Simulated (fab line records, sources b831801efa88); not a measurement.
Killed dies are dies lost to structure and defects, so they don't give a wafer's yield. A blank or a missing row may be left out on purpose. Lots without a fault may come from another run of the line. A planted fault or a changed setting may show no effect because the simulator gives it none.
A struck lot beside a sound one | flow sky130 | 18 steps out of a route of 708
Sound: wafers L778.2, L778.3, L778.5. Struck: wafers L789.1, L789.4. (L789.2 of the same lot was not struck and is left out.) The cause comes at the end.
At each step with rows: each side's tool, then ch and its chambers, then its first start. Under that, the readings that differ: sound wafers | struck wafers | difference of the means | sigmas: that difference in standard deviations of wafers without a fault.
alike: readings whose means differ by less than 2 such deviations, and words and numbers that are the same on both sides. not compared: withheld readings, readings that some wafer has no value for, bounds like >300 that may hide the same value, and numbers for which the record gives no deviation and whose values overlap.
The two part at a step that has a row with sigmas, a row that says differs or no value, or rows on one side only. Numbers that don't overlap but have no deviation are shown without sigmas and don't part them. A reading that every wafer of one side lacks parts them only if that side has two wafers or more.

first, 3 steps without rows for these wafers: SKY_VIA3_EXPOSE_09 (exposes mask VIM3, target cd 200 nm); SKY_VIA3_PEB_10; SKY_VIA3_DEVELOP_11 (develop time 60 s).
SKY_VIA3_CD_MEAS_12: target cd 200 nm.
  sound on cd_sem-01, day 41 06:54; struck on cd_sem-01, day 44 15:59
  alike: cd_nm
SKY_VIA3_OVL_MEAS_13:
  sound on overlay-02, day 41 07:00; struck on overlay-01, day 44 16:07
  alike: VIA3_OVL
SKY_VIA3_ETCH_14: etches BARC in N2/H2, stops on SiO2, time 45.9 s, target depth 60 nm.
  sound on rie_diel-03 ch 0,2,3, day 41 07:02; struck on rie_diel-04 ch 1,3, day 44 16:08
  alike: drypump_motor_current_A, oes_product_au, throttle_valve_pct
  not compared: rf_hours_counter_h
SKY_VIA3_ETCH_15: etches SiO2 in C4F8/O2/Ar, stops on TiN, target depth 507 nm, time 78 s.
  sound on rie_diel-03 ch 0,2,3, day 41 07:04; struck on rie_diel-04 ch 1,3, day 44 16:11
  alike: oes_product_au
  not compared: rf_hours_counter_h
SKY_VIA3_STRIP_16: strips in O2/N2.
  sound on plasma_asher-03 ch 0,1, day 41 07:08; struck on plasma_asher-02 ch 0, day 44 16:15
  alike: drypump_motor_current_A, oes_product_au, strip_time_to_endpoint_s
  not compared: rf_hours_counter_h
then, 3 steps without rows for these wafers: SKY_VIA3_STRIP_17 (strips in post etch residue remover, time 1200 s); SKY_VIA3_CLEAN_18 (cleans in IPA, time 180 s); SKY_VIA3_CLEAN_19 (cleans in O3/DIW).
SKY_VIA3_SPUTTER_20: material TiN, target thk 20 nm, time 80 s.
  sound on pvd_sputter-04, day 41 07:44; struck on pvd_sputter-03, day 44 16:52
  alike: cathode_dc_power_W, throttle_valve_pct
SKY_VIA3_CVD_21: deposits W, target thk 390 nm, time 117.31 s.
  sound on cvd_w-02 ch 0,1, day 41 07:47; struck on cvd_w-02 ch 1, day 44 16:56
  reading                            | sound                | struck        | difference | sigmas
  susceptor_temp_C (C)               | 400.26 400.33 400.10 | 399.80 399.72 | -0.47      | -2
  model.W_of_VIA3_CVD_21.thk_nm (nm) | 392.7 390.9 392.3    | 722.8 724.1   | +331.5     |
  alike: heater_power_w
SKY_VIA3_RS_MEAS_22: measures by four-point-probe.
  sound on film_metro-03, day 41 07:56; struck on film_metro-03, day 44 17:20
  reading            | sound                | struck        | difference | sigmas
  VIA3_W_RS (ohm/sq) | 0.2921 0.2937 0.2924 | 0.1577 0.1576 | -0.1351    | -50
  not compared: hold
SKY_VIA3_THK_MEAS_23: measures by xrf.
  sound on film_metro-03, day 41 08:02; struck on film_metro-03, day 44 23:06
  reading         | sound       | struck | difference                    | sigmas
  VIA3_W_THK (nm) | 422 417 419 | - -    | no value on the struck wafers |
  not compared: hold
SKY_VIA3_CMP_24: polishes, stops on SiO2, t overpolish 20 s, target thk 0 nm.
  sound on cmp-02 ch 1,2,3, day 41 08:08; struck on cmp-01 ch 1,2, day 45 01:04
  reading                | sound    | struck                                            | difference                   | sigmas
  hold                   | - - -    | await_dispo/1.8h/release await_dispo/1.8h/release | no value on the sound wafers |
  time_to_endpoint_s (s) | 95 93 96 | 175 173                                           | +79                          | +20
  alike: motor_current_A
SKY_METAL4_SPUTTER_00: material Ti, target thk 15 nm, time 10 s.
  sound on pvd_sputter-01, day 41 08:23; struck on pvd_sputter-02, day 45 01:22
  alike: cathode_dc_power_W, throttle_valve_pct
-- the record jumps here: 5 days lie between the struck wafers' starts before and after (it left off in module METAL4 and takes up again in module PAD_OPEN, whose first step shown is number 708 of the route) --
SKY_PAD_OPEN_PROBE_99:
  sound on prober-02, day 47 04:23; struck on prober-02, day 50 00:47
  alike: defect_limited_yield, killed_at_M0_to_M3, killed_at_M4_up, killed_at_contacts, killed_at_front_end, killed_at_other, killed_dies, killed_open, killed_short, sort_bin_3_pad_short, sort_bin_5_function, sort_bin_6_memory, sort_n_pass, sort_yield_pct

WHERE THEY PART
First at SKY_VIA3_CVD_21; last, within this record, at SKY_VIA3_CMP_24. Later steps at which nothing parts them and some readings are alike: SKY_METAL4_SPUTTER_00, SKY_PAD_OPEN_PROBE_99.

WHY: what the simulator had put in
Process parameter drift: cvd_w-02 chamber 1, from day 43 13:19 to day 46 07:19, at SKY_VIA3_CVD_21. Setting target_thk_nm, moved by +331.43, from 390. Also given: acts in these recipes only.
